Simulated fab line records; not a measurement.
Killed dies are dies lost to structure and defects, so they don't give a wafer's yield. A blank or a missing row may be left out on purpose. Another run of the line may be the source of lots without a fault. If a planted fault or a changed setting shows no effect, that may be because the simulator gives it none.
fab line records | flow sky130
record lots=6 | wafers=18 | last_day=50
route steps=708 shown POLY_GATE@227 LDD_N@237
lots that met no fault: from a run of the same line without faults
start_h: the number of hours between the record's first day and the start of the first shown wafer of the lot | wait_h: time in hours since the lot's previous step | " as in the row above | L1.1+2: several wafers, shown together as one row | - no value present, or no start provided | * or withheld: withheld | < > ~ a bound
route shown NAME@n: names a module that has steps shown in the file, with the first one's number in the route | usual: mean/standard deviation of fault-free wafers | same: alike in all rows | chamber/n: place in a boat | sites: readings site by site | _std_site: the values' standard deviation | _edge_site: mean of outer sites minus mean of inner sites | radius_mm: for every site, how far away it sits from the centre of the wafer | mask NAME#n: copy n | behind: the last tool/chamber to shape the wafer | hold: reason for holding the lot/hours on hold/outcome of the hold | device: transistor that didn't switch, given as n, p or np | end of line: the tests these same wafers got at the end of their route | where a step has no rows: the recipe by itself | killed: count of dies lost to structure and defects at first sort (not the wafer's yield) | map: shows each die of a wafer: x if killed, . if not, _ if none is there
set.NAME: the setting that was run; set.NAME@STEP: the one run at that earlier step | model.NAME: the simulator's own value behind a step, which no gauge read
certain route steps with their lots: each step a table, each wafer a row
services: a tool's chamber out of use, with start hour (start_h, from the record's first day; less than 0 if before it), hours out, and reason
## steps
# step SKY_POLY_GATE_CD_MEAS_13
# recipe target_cd_nm=150
# usual cd_nm=149.4/1.5
lot.wafer | tool      | chamber | start_h | wait_h | cd_nm
L690.2    | cd_sem-01 | -       | 374.21  | -      | 148.3
L690.5    | "         | -       | "       | "      | 150.7
L690.6    | "         | -       | "       | "      | 148.5
L691.3    | cd_sem-01 | -       | 374.47  | -      | 150.1
L691.4    | "         | -       | "       | "      | 150.5
L691.6    | "         | -       | "       | "      | 150.6
L703.1    | cd_sem-02 | -       | 490.70  | -      | 148.5
L703.2    | "         | -       | "       | "      | 147.3
L703.5    | "         | -       | "       | "      | 147.8
L705.1    | cd_sem-02 | -       | 503.50  | -      | 151.6
L705.5    | "         | -       | "       | "      | 150.2
L705.6    | "         | -       | "       | "      | 150.3
L708.2    | cd_sem-01 | -       | 532.79  | -      | 148.7
L708.3    | "         | -       | "       | "      | 149.1
L708.5    | "         | -       | "       | "      | 150.1
L712.1    | cd_sem-01 | -       | 559.02  | -      | 148.6
L712.2    | "         | -       | "       | "      | 147.5
L712.5    | "         | -       | "       | "      | 149.0
# step SKY_POLY_GATE_OVL_MEAS_14
# usual POLY_GATE_OVL=3/4.6
lot.wafer | tool       | chamber | start_h | wait_h | POLY_GATE_OVL[nm]
L690.2    | overlay-01 | -       | 374.32  | 0.1    | 8
L690.5    | "          | -       | "       | "      | 7
L690.6    | "          | -       | "       | "      | 6
L691.3    | overlay-01 | -       | 374.56  | 0.1    | -1
L691.4    | "          | -       | "       | "      | 5
L691.6    | "          | -       | "       | "      | 5
L703.1    | overlay-02 | -       | 490.82  | 0.1    | 9
L703.2    | "          | -       | "       | "      | 10
L703.5    | "          | -       | "       | "      | 6
L705.1    | overlay-01 | -       | 503.62  | 0.1    | 2
L705.5    | "          | -       | "       | "      | 7
L705.6    | "          | -       | "       | "      | 12
L708.2    | overlay-02 | -       | 532.90  | 0.1    | 2
L708.3    | "          | -       | "       | "      | 7
L708.5    | "          | -       | "       | "      | 2
L712.1    | overlay-02 | -       | 559.14  | 0.1    | -1
L712.2    | "          | -       | "       | "      | 3
L712.5    | "          | -       | "       | "      | 5
# step SKY_POLY_GATE_ETCH_15
# recipe chemistry=N2/H2 | target=BARC | ion_energy_ev=200 | source_w=500 | bias_w=100 | pressure_mtorr=30 | n2_flow_sccm=100 | h2_flow_sccm=200 | stop_on=SiO2 | time_s=118.5 | target_depth_a=1100
# usual drypump_motor_current_A=5.5/0.43 | h2_flow_sccm=199.9/0.67 | n2_flow_sccm=100.0/0.3 | oes_product_au=0.716/0.0049 | throttle_valve_pct=13.214/0.0099
lot.wafer | tool        | chamber | start_h | wait_h | drypump_motor_current_A | h2_flow_sccm | n2_flow_sccm | oes_product_au | rf_hours_counter_h | throttle_valve_pct
L690.2    | rie_diel-03 | 0       | 374.35  | 0.0    | 5.3                     | 201.2        | 99.9         | 0.711          | 95                 | 13.213
L690.5    | "           | 1       | "       | "      | 6.3                     | 200.8        | 99.7         | 0.716          | -                  | 13.211
L690.6    | "           | 0       | "       | "      | 5.3                     | 199.5        | 100.2        | 0.709          | -                  | 13.220
L691.3    | rie_diel-04 | 1       | 374.58  | 0.0    | 5.6                     | 200.8        | 100.0        | 0.717          | 68                 | 13.227
L691.4    | "           | 0       | "       | "      | 4.9                     | 199.0        | 100.1        | 0.717          | 3                  | 13.199
L691.6    | "           | 2       | "       | "      | 5.7                     | 201.6        | 100.2        | 0.712          | -                  | 13.219
L703.1    | rie_diel-03 | 2       | 490.86  | 0.0    | 6.1                     | 199.1        | 100.2        | 0.711          | 7                  | 13.223
L703.2    | "           | 1       | "       | "      | 6.2                     | 199.7        | 100.0        | 0.722          | 8                  | 13.209
L703.5    | "           | 0       | "       | "      | 5.3                     | 199.3        | 99.9         | 0.718          | -                  | 13.203
L705.1    | rie_diel-02 | 3       | 503.66  | 0.0    | 5.2                     | 200.2        | 100.1        | 0.715          | 30                 | 13.217
L705.5    | "           | 2       | "       | "      | 5.3                     | 198.9        | 99.8         | 0.714          | -                  | 13.229
L705.6    | "           | 1       | "       | "      | 6.0                     | 199.6        | 100.0        | 0.727          | -                  | 13.218
L708.2    | rie_diel-04 | 2       | 532.93  | 0.0    | 5.7                     | 199.2        | 100.1        | 0.716          | 63                 | 13.214
L708.3    | "           | 1       | "       | "      | 5.6                     | 200.4        | 99.8         | 0.721          | 70                 | 13.197
L708.5    | "           | 0       | "       | "      | 4.9                     | 200.2        | 100.4        | 0.716          | -                  | 13.221
L712.1    | rie_diel-02 | 2       | 559.18  | 0.0    | 5.3                     | 199.0        | 99.6         | 0.717          | 52                 | 13.209
L712.2    | "           | 0       | "       | "      | 5.3                     | 200.1        | 99.5         | 0.716          | 23                 | 13.231
L712.5    | "           | 3       | "       | "      | 5.2                     | 200.2        | 99.7         | 0.717          | -                  | 13.202
# step SKY_POLY_GATE_ETCH_16
# recipe stop_on=poly-Si | chemistry=CH3F/O2 | target=Si3N4 | source_w=400 | bias_w=80 | pressure_mtorr=25 | ch3f_flow_sccm=40 | O2_flow_sccm=30 | time_s=147.5 | target_depth_a=750
# usual drypump_motor_current_A=5.5/0.43 | oes_product_au=0.638/0.0053 | throttle_valve_pct=10.535/0.009
lot.wafer | tool        | chamber | start_h | wait_h | drypump_motor_current_A | oes_product_au | rf_hours_counter_h | throttle_valve_pct
L690.2    | rie_diel-03 | 0       | 374.43  | 0.0    | 5.3                     | 0.633          | 95                 | 10.544
L690.5    | "           | 1       | "       | "      | 6.2                     | 0.643          | -                  | 10.547
L690.6    | "           | 0       | "       | "      | 5.3                     | 0.639          | -                  | 10.529
L691.3    | rie_diel-04 | 1       | 374.66  | 0.0    | 5.6                     | 0.638          | 68                 | 10.521
L691.4    | "           | 0       | "       | "      | 4.9                     | 0.638          | 3                  | 10.535
L691.6    | "           | 2       | "       | "      | 5.7                     | 0.637          | -                  | 10.540
L703.1    | rie_diel-03 | 2       | 490.94  | 0.0    | 6.1                     | 0.630          | 7                  | 10.532
L703.2    | "           | 1       | "       | "      | 6.3                     | 0.634          | 8                  | 10.524
L703.5    | "           | 0       | "       | "      | 5.3                     | 0.641          | -                  | 10.545
L705.1    | rie_diel-02 | 3       | 503.74  | 0.0    | 5.2                     | 0.634          | 30                 | 10.530
L705.5    | "           | 2       | "       | "      | 5.3                     | 0.642          | -                  | 10.545
L705.6    | "           | 1       | "       | "      | 6.0                     | 0.647          | -                  | 10.546
L708.2    | rie_diel-04 | 2       | 533.01  | 0.0    | 5.7                     | 0.641          | 63                 | 10.541
L708.3    | "           | 1       | "       | "      | 5.6                     | 0.639          | 71                 | 10.534
L708.5    | "           | 0       | "       | "      | 4.9                     | 0.630          | -                  | 10.524
L712.1    | rie_diel-02 | 2       | 559.26  | 0.0    | 5.2                     | 0.642          | 52                 | 10.538
L712.2    | "           | 0       | "       | "      | 5.3                     | 0.630          | 23                 | 10.533
L712.5    | "           | 3       | "       | "      | 5.2                     | 0.635          | -                  | 10.536
# step SKY_POLY_GATE_ETCH_17
# recipe target_depth_nm=180 | stop_on=SiO2 | over_etch_frac=0.56667 | chemistry=HBr/Cl2 | target=poly-Si | icp_w=400 | bias_w=100 | pressure_mtorr=10 | HBr_flow_sccm=150 | Cl2_flow_sccm=50 | time_s=70.5
# usual drypump_motor_current_A=5.8/0.54 | oes_product_au=0.981/0.0087 | throttle_valve_pct=33.684/0.0085
lot.wafer | tool      | chamber | start_h | wait_h | drypump_motor_current_A | oes_product_au | rf_hours_counter_h | throttle_valve_pct
L690.2    | rie_si-01 | 3       | 374.53  | 0.0    | 5.8                     | 0.981          | 63                 | 33.690
L690.5    | "         | 1       | "       | "      | 6.4                     | 0.963          | -                  | 33.687
L690.6    | "         | 2       | "       | "      | 5.9                     | 0.982          | -                  | 33.674
L691.3    | rie_si-02 | 0       | 374.76  | 0.0    | 5.3                     | 0.994          | 0                  | 33.686
L691.4    | "         | 3       | "       | "      | 6.7                     | 0.977          | 28                 | 33.687
L691.6    | "         | 0       | "       | "      | 5.3                     | 0.984          | -                  | 33.672
L703.1    | rie_si-01 | 2       | 491.04  | 0.0    | 5.9                     | 0.982          | 28                 | 33.672
L703.2    | "         | 0       | "       | "      | 5.2                     | 0.976          | 2                  | 33.686
L703.5    | "         | 0       | "       | "      | 5.2                     | 0.982          | -                  | 33.683
L705.1    | rie_si-01 | 0       | 503.84  | 0.0    | 5.2                     | 0.979          | 2                  | 33.697
L705.5    | "         | 0       | "       | "      | 5.2                     | 0.985          | -                  | 33.680
L705.6    | "         | 2       | "       | "      | 5.9                     | 0.980          | -                  | 33.670
L708.2    | rie_si-02 | 3       | 533.11  | 0.0    | 6.7                     | 0.977          | 29                 | 33.692
L708.3    | "         | 2       | "       | "      | 6.1                     | 0.993          | 3                  | 33.682
L708.5    | "         | 1       | "       | "      | 5.1                     | 0.978          | -                  | 33.707
L712.1    | rie_si-02 | 3       | 559.36  | 0.0    | 6.7                     | 0.976          | 29                 | 33.695
L712.2    | "         | 0       | "       | "      | 5.3                     | 0.975          | 1                  | 33.688
L712.5    | "         | 1       | "       | "      | 5.1                     | 0.961          | -                  | 33.684
# step SKY_POLY_GATE_STRIP_18
# recipe chemistry=O2/N2 | power_w=1400 | pressure_mtorr=1500 | platen_temp_c=withheld | o2_flow_sccm=3000 | n2_flow_sccm=300 | overash_fraction=0.5
# usual drypump_motor_current_A=5.7/0.6 | n2_flow_sccm=300.0/0.81 | oes_product_au=0.362/0.0045 | strip_time_to_endpoint_s=3.19/0.039
lot.wafer | tool            | chamber | start_h | wait_h | drypump_motor_current_A | n2_flow_sccm | oes_product_au | rf_hours_counter_h | strip_time_to_endpoint_s
L690.2    | plasma_asher-02 | 0       | 374.59  | 0.0    | 6.1                     | 300.7        | 0.364          | 72                 | 3.19
L690.5    | "               | 1       | "       | "      | 4.8                     | 299.1        | 0.355          | -                  | 3.17
L690.6    | "               | 0       | "       | "      | 6.1                     | 299.2        | 0.363          | -                  | 3.19
L691.3    | plasma_asher-03 | 0       | 374.85  | 0.1    | 5.5                     | 300.8        | 0.355          | -                  | 3.23
L691.4    | "               | 1       | "       | "      | 5.8                     | 299.8        | 0.362          | -                  | 3.27
L691.6    | "               | 0       | "       | "      | 5.5                     | 300.2        | 0.358          | -                  | 3.19
L703.1    | plasma_asher-02 | 1       | 491.10  | 0.0    | 4.8                     | 300.4        | 0.360          | 83                 | 3.21
L703.2    | "               | 0       | "       | "      | 6.0                     | 300.2        | 0.367          | 83                 | 3.21
L703.5    | "               | 1       | "       | "      | 4.8                     | 299.5        | 0.358          | -                  | 3.22
L705.1    | plasma_asher-02 | 1       | 503.90  | 0.0    | 4.8                     | 300.3        | 0.362          | 85                 | 3.20
L705.5    | "               | 0       | "       | "      | 6.1                     | 300.2        | 0.356          | -                  | 3.19
L705.6    | "               | 1       | "       | "      | 4.8                     | 299.6        | 0.365          | -                  | 3.21
L708.2    | plasma_asher-02 | 1       | 533.17  | 0.0    | 4.8                     | 298.2        | 0.358          | 88                 | 3.14
L708.3    | "               | 0       | "       | "      | 6.1                     | 300.8        | 0.359          | -                  | 3.15
L708.5    | "               | 0       | "       | "      | 6.1                     | 300.5        | 0.360          | -                  | 3.22
L712.1    | plasma_asher-04 | 1       | 559.42  | 0.0    | 6.2                     | 300.2        | 0.366          | 65                 | 3.16
L712.2    | "               | 0       | "       | "      | 6.4                     | 300.9        | 0.370          | 65                 | 3.21
L712.5    | "               | 0       | "       | "      | 6.4                     | 300.6        | 0.360          | -                  | 3.21
# step SKY_POLY_GATE_CLEAN_19
# recipe chemistry=SC1/SC2 | mix=1:4:20 | temp_c=70 | time_s=150 | dry=n2_spin
# step SKY_POLY_GATE_OXIDATION_20
# recipe temp_c=850 | ambient=O2 | stabilise_s=600 | purge_s=300 | target_thk_a=40 | ox_time_s=899
# step SKY_POLY_GATE_THK_MEAS_21
# recipe reads=SiO2_of_POLY_GATE_OXIDATION_20
# usual POLY_GATE_OXIDATION_THK=4.02/0.076
lot.wafer | tool          | chamber | start_h | wait_h | POLY_GATE_OXIDATION_THK[nm]
L690.2    | film_metro-02 | -       | 376.00  | 0.0    | 4.08
L690.5    | "             | -       | "       | "      | 4.15
L690.6    | "             | -       | "       | "      | 4.14
L691.3    | film_metro-01 | -       | 376.35  | 0.0    | 4.10
L691.4    | "             | -       | "       | "      | 4.14
L691.6    | "             | -       | "       | "      | 4.03
L703.1    | film_metro-04 | -       | 492.50  | 0.0    | 4.05
L703.2    | "             | -       | "       | "      | 4.01
L703.5    | "             | -       | "       | "      | 4.09
L705.1    | film_metro-04 | -       | 505.30  | 0.0    | 3.87
L705.5    | "             | -       | "       | "      | 3.82
L705.6    | "             | -       | "       | "      | 3.88
L708.2    | film_metro-04 | -       | 535.42  | 0.0    | 3.92
L708.3    | "             | -       | "       | "      | 3.98
L708.5    | "             | -       | "       | "      | 3.96
L712.1    | film_metro-04 | -       | 560.82  | 0.0    | 3.96
L712.2    | "             | -       | "       | "      | 3.98
L712.5    | "             | -       | "       | "      | 3.91
# step SKY_POLY_GATE_CD_MEAS_22
# usual cd_nm=150/3.4
lot.wafer | tool      | chamber | start_h | wait_h | cd_nm
L690.2    | cd_sem-02 | -       | 376.07  | 0.1    | 149
L690.5    | "         | -       | "       | "      | 153
L690.6    | "         | -       | "       | "      | 155
L691.3    | cd_sem-01 | -       | 376.45  | 0.1    | 149
L691.4    | "         | -       | "       | "      | 150
L691.6    | "         | -       | "       | "      | 154
L703.1    | cd_sem-02 | -       | 492.56  | 0.1    | 153
L703.2    | "         | -       | "       | "      | 148
L703.5    | "         | -       | "       | "      | 151
L705.1    | cd_sem-02 | -       | 505.36  | 0.1    | 158
L705.5    | "         | -       | "       | "      | 154
L705.6    | "         | -       | "       | "      | 152
L708.2    | cd_sem-02 | -       | 535.50  | 0.1    | 151
L708.3    | "         | -       | "       | "      | 147
L708.5    | "         | -       | "       | "      | 150
L712.1    | cd_sem-02 | -       | 560.88  | 0.1    | 148
L712.2    | "         | -       | "       | "      | 142
L712.5    | "         | -       | "       | "      | 152
# step SKY_LDD_N_DEHYDRATE_00
# recipe temp_c=200 | time_s=60
# step SKY_LDD_N_HMDS_01
# recipe prime_time_s=60 | prime_temp_c=120
# step SKY_LDD_N_COAT_02
# recipe resist=NOVOLAK | spin_rpm=3000 | resist_thk_nm=300
# usual exhaust_pa=45.2/0.99
lot.wafer | tool           | chamber | start_h | wait_h | exhaust_pa | model.NOVOLAK_of_LDD_N_COAT_02.thk_nm
L690.2    | litho_track-04 | 0       | 390.10  | 0.1    | 44.1       | 299.1
L690.5    | "              | 0       | "       | "      | 45.7       | 300.3
L690.6    | "              | 0       | "       | "      | 45.2       | 298.3
L691.3    | litho_track-01 | 0       | 390.61  | 0.1    | 45.9       | 301.2
L691.4    | "              | 0       | "       | "      | 47.3       | 300.8
L691.6    | "              | 0       | "       | "      | 44.6       | 302
L703.1    | litho_track-04 | 0       | 507.78  | 0.1    | 46.7       | 295.7
L703.2    | "              | 0       | "       | "      | 46.3       | 295.8
L703.5    | "              | 0       | "       | "      | 46.1       | 295.9
L705.1    | litho_track-04 | 0       | 519.98  | 0.1    | 44.1       | 294.3
L705.5    | "              | 0       | "       | "      | 44.9       | 294.8
L705.6    | "              | 0       | "       | "      | 45.9       | 294.7
L708.2    | litho_track-03 | 0       | 550.17  | 0.1    | 44.2       | 300.5
L708.3    | "              | 0       | "       | "      | 44.6       | 299.8
L708.5    | "              | 0       | "       | "      | 45.7       | 300.4
L712.1    | litho_track-01 | 0       | 576.06  | 0.1    | 45.3       | 299.6
L712.2    | "              | 0       | "       | "      | 44.7       | 298.5
L712.5    | "              | 0       | "       | "      | 44.9       | 300
# step SKY_LDD_N_SOFTBAKE_03
# recipe temp_c=90 | time_s=60 | resist=NOVOLAK
# step SKY_LDD_N_EXPOSE_04
# recipe mask_id=NTM | target_cd_nm=840 | na=0.6 | source_shape=conventional | sigma_outer=0.6 | dose_mj=110
# step SKY_LDD_N_PEB_05
# recipe temp_c=withheld | time_s=* | resist=NOVOLAK
# step SKY_LDD_N_DEVELOP_06
# recipe develop_time_s=60 | dev_temp_c=23
# usual exhaust_pa=45.1/0.89
lot.wafer | tool           | chamber | start_h | wait_h | exhaust_pa | model.NOVOLAK_of_LDD_N_COAT_02.thk_nm
L690.2    | litho_track-01 | 0       | 404.79  | 0.1    | 45.9       | 298.6
L690.5    | "              | 0       | "       | "      | 45.3       | 299.9
L690.6    | "              | 0       | "       | "      | 45.1       | 297.9
L691.3    | litho_track-01 | 0       | 405.11  | 0.1    | 45.3       | 300.8
L691.4    | "              | 0       | "       | "      | 46.6       | 300.4
L691.6    | "              | 0       | "       | "      | 44.5       | 301.6
L703.1    | litho_track-03 | 0       | 522.99  | 0.1    | 42.6       | 295.3
L703.2    | "              | 0       | "       | "      | 44.4       | 295.4
L703.5    | "              | 0       | "       | "      | 43.8       | 295.5
L705.1    | litho_track-01 | 0       | 535.36  | 0.1    | 45.1       | 293.9
L705.5    | "              | 0       | "       | "      | 44.7       | 294.4
L705.6    | "              | 0       | "       | "      | 46.3       | 294.3
L708.2    | litho_track-04 | 0       | 565.75  | 0.1    | 46.5       | 300.1
L708.3    | "              | 0       | "       | "      | 45.4       | 299.4
L708.5    | "              | 0       | "       | "      | 45.2       | 299.9
L712.1    | litho_track-01 | 0       | 590.91  | 0.1    | 44.9       | 299.2
L712.2    | "              | 0       | "       | "      | 44.4       | 298.1
L712.5    | "              | 0       | "       | "      | 45.4       | 299.6
# step SKY_LDD_N_OVL_MEAS_07
# usual LDD_N_OVL=-0.4/1.4
lot.wafer | tool       | chamber | start_h | wait_h | LDD_N_OVL[nm]
L690.2    | overlay-01 | -       | 404.92  | 0.1    | -0.9
L690.5    | "          | -       | "       | "      | -1.8
L690.6    | "          | -       | "       | "      | -3.2
L691.3    | overlay-01 | -       | 405.22  | 0.1    | -2.0
L691.4    | "          | -       | "       | "      | -1.7
L691.6    | "          | -       | "       | "      | -3.7
L703.1    | overlay-01 | -       | 523.14  | 0.1    | -3.1
L703.2    | "          | -       | "       | "      | -2.4
L703.5    | "          | -       | "       | "      | 0.0
L705.1    | overlay-02 | -       | 535.51  | 0.1    | -0.1
L705.5    | "          | -       | "       | "      | 0.2
L705.6    | "          | -       | "       | "      | 0.7
L708.2    | overlay-01 | -       | 565.88  | 0.1    | 0.2
L708.3    | "          | -       | "       | "      | -0.3
L708.5    | "          | -       | "       | "      | 0.6
L712.1    | overlay-02 | -       | 591.06  | 0.1    | -1.9
L712.2    | "          | -       | "       | "      | -0.4
L712.5    | "          | -       | "       | "      | -0.5
# step SKY_LDD_N_IMPLANT_08
# recipe species=As | energy_kev=20 | dose_cm2=7.5e+13 | tilt_deg=withheld | rotation_deg=23
# step SKY_LDD_N_IMPLANT_09
# recipe species=As | energy_kev=20 | dose_cm2=7.5e+13 | tilt_deg=withheld | rotation_deg=113
# step SKY_LDD_N_IMPLANT_10
# recipe species=As | energy_kev=20 | dose_cm2=7.351e+13 | tilt_deg=withheld | rotation_deg=203
# step SKY_LDD_N_IMPLANT_11
# recipe species=As | energy_kev=20 | dose_cm2=7.5e+13 | tilt_deg=withheld | rotation_deg=293
# step SKY_LDD_N_IMPLANT_12
# recipe species=BF2 | energy_kev=50 | dose_cm2=5e+12 | tilt_deg=30 | rotation_deg=0
# step SKY_LDD_N_IMPLANT_13
# recipe species=BF2 | energy_kev=50 | dose_cm2=5e+12 | tilt_deg=30 | rotation_deg=90
# step SKY_LDD_N_IMPLANT_14
# recipe species=BF2 | energy_kev=50 | dose_cm2=5e+12 | tilt_deg=30 | rotation_deg=180
# step SKY_LDD_N_IMPLANT_15
# recipe species=BF2 | energy_kev=50 | dose_cm2=5e+12 | tilt_deg=30 | rotation_deg=270
# step SKY_LDD_N_STRIP_16
# recipe chemistry=O2/N2 | power_w=1400 | pressure_mtorr=1500 | platen_temp_c=withheld | o2_flow_sccm=3000 | n2_flow_sccm=300 | overash_fraction=0.5
# usual drypump_motor_current_A=5.9/0.65 | n2_flow_sccm=300.1/0.95 | oes_product_au=0.407/0.0047 | strip_time_to_endpoint_s=4.312/0.014
lot.wafer | tool            | chamber | start_h | wait_h | drypump_motor_current_A | n2_flow_sccm | oes_product_au | rf_hours_counter_h | strip_time_to_endpoint_s
L690.2    | plasma_asher-02 | 0       | 406.15  | 0.1    | 6.1                     | 299.3        | 0.405          | 75                 | 4.292
L690.5    | "               | 0       | "       | "      | 6.1                     | 299.1        | 0.409          | -                  | 4.318
L690.6    | "               | 1       | "       | "      | 4.8                     | 300.1        | 0.409          | -                  | 4.293
L691.3    | plasma_asher-04 | 0       | 406.48  | 0.1    | 6.4                     | 300.8        | 0.411          | -                  | 4.335
L691.4    | "               | 1       | "       | "      | 6.2                     | 300.3        | 0.414          | -                  | 4.327
L691.6    | "               | 1       | "       | "      | 6.2                     | 300.2        | 0.410          | -                  | 4.330
L703.1    | plasma_asher-04 | 0       | 524.38  | 0.1    | 6.4                     | 299.6        | 0.405          | 61                 | 4.254
L703.2    | "               | 1       | "       | "      | 6.2                     | 299.3        | 0.403          | 61                 | 4.251
L703.5    | "               | 1       | "       | "      | 6.2                     | 300.0        | 0.404          | -                  | 4.250
L705.1    | plasma_asher-01 | 1       | 536.75  | 0.1    | 5.1                     | 302.7        | 0.404          | 43                 | 4.240
L705.5    | "               | 0       | "       | "      | 6.6                     | 300.6        | 0.402          | -                  | 4.240
L705.6    | "               | 1       | "       | "      | 5.1                     | 301.8        | 0.406          | -                  | 4.245
L708.2    | plasma_asher-01 | 1       | 567.11  | 0.1    | 5.1                     | 300.7        | 0.408          | 47                 | 4.313
L708.3    | "               | 0       | "       | "      | 6.6                     | 299.1        | 0.409          | -                  | 4.314
L708.5    | "               | 1       | "       | "      | 5.1                     | 299.9        | 0.404          | -                  | 4.319
L712.1    | plasma_asher-04 | 0       | 592.30  | 0.1    | 6.4                     | 300.0        | 0.407          | 68                 | 4.306
L712.2    | "               | 1       | "       | "      | 6.2                     | 299.9        | 0.411          | 68                 | 4.284
L712.5    | "               | 0       | "       | "      | 6.4                     | 301.2        | 0.400          | -                  | 4.314
# step SKY_LDD_N_TW_MEAS_17
# usual LDD_N_TW=2559/20
lot.wafer | tool          | chamber | start_h | wait_h | LDD_N_TW
L690.2    | film_metro-03 | -       | 406.26  | 0.1    | 2553
L690.5    | "             | -       | "       | "      | 2566
L690.6    | "             | -       | "       | "      | 2570
L691.3    | film_metro-01 | -       | 406.57  | 0.1    | 2622
L691.4    | "             | -       | "       | "      | 2633
L691.6    | "             | -       | "       | "      | 2617
L703.1    | film_metro-03 | -       | 524.48  | 0.1    | 2548
L703.2    | "             | -       | "       | "      | 2560
L703.5    | "             | -       | "       | "      | 2559
L705.1    | film_metro-03 | -       | 536.85  | 0.1    | 2570
L705.5    | "             | -       | "       | "      | 2573
L705.6    | "             | -       | "       | "      | 2579
L708.2    | film_metro-01 | -       | 567.22  | 0.1    | 2547
L708.3    | "             | -       | "       | "      | 2543
L708.5    | "             | -       | "       | "      | 2550
L712.1    | film_metro-02 | -       | 592.40  | 0.1    | 2562
L712.2    | "             | -       | "       | "      | 2552
L712.5    | "             | -       | "       | "      | 2567
## services
tool            | chamber | start_h | hours | kind
rie_diel-04     | -       | 358.56  | 4.2   | repair
plasma_asher-02 | -       | 363.64  | 3.6   | repair
rie_diel-03     | -       | 404.92  | 1.1   | repair
rie_diel-04     | 2       | 405.58  | 17.9  | repair
rie_diel-04     | -       | 426.04  | 0.4   | repair
plasma_asher-02 | -       | 431.49  | 0.4   | repair
rie_diel-04     | -       | 447.37  | 2.8   | pm
plasma_asher-02 | -       | 449.20  | 8.6   | repair
rie_diel-04     | 0       | 450.88  | 2.9   | repair
rie_diel-03     | -       | 453.68  | 0.9   | repair
rie_si-02       | 0       | 457.53  | 2.9   | repair
rie_diel-03     | 1       | 457.64  | 4.5   | repair
rie_diel-03     | 3       | 458.87  | 4.9   | repair
plasma_asher-04 | -       | 468.96  | 1.8   | repair
rie_si-02       | 2       | 470.44  | 7.5   | repair
plasma_asher-04 | -       | 472.27  | 0.7   | repair
rie_si-02       | 0       | 474.80  | 3.3   | repair
rie_diel-03     | 3       | 478.72  | 16.9  | repair
rie_diel-03     | 2       | 499.63  | 2.6   | repair
rie_diel-03     | 0       | 514.69  | 16.2  | repair
rie_diel-04     | 2       | 534.73  | 7.9   | repair
rie_diel-02     | -       | 535.45  | 0.4   | repair
plasma_asher-04 | -       | 538.56  | 1.7   | repair
plasma_asher-02 | -       | 571.81  | 1.7   | repair
## key
first_sign step=SKY_LDD_N_STRIP_16 | reading=strip_time_to_endpoint_s | direction=down | sigmas=4.6 | usual=* | struck=*
effect none on later readings
model_effect step=SKY_LDD_N_COAT_02 | value=NOVOLAK_of_LDD_N_COAT_02.thk_nm | without=300.3 | struck=295.2
model_effect step=SKY_LDD_N_DEVELOP_06 | value=NOVOLAK_of_LDD_N_COAT_02.thk_nm | without=299.9 | struck=294.8
met_at SKY_LDD_N_COAT_02
struck_wafers L703.1,L703.2,L703.5,L705.1,L705.5,L705.6
tester_left_out L703,L705
onset_between 390.10 507.78
also_fits SKY_POLY_GATE_ETCH_17:rie_si-01
fault kind=process_parameter_drift | tool=litho_track-04 | chamber=- | onset_h=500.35 | steps=SKY_LDD_N_COAT_02 | channel=resist_thk_nm | offset=-5.1299 | shape=step | end_h=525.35 | acts_in=these_recipes_only | stated=300
# tester_left_out: of these lots the tester's yield and bins aren't shown, on N5 and GAA mostly nor the transistor test; their killed dies are dies lost to structure and defects alone, not to doping, threshold or leakage, so they don't give the yield
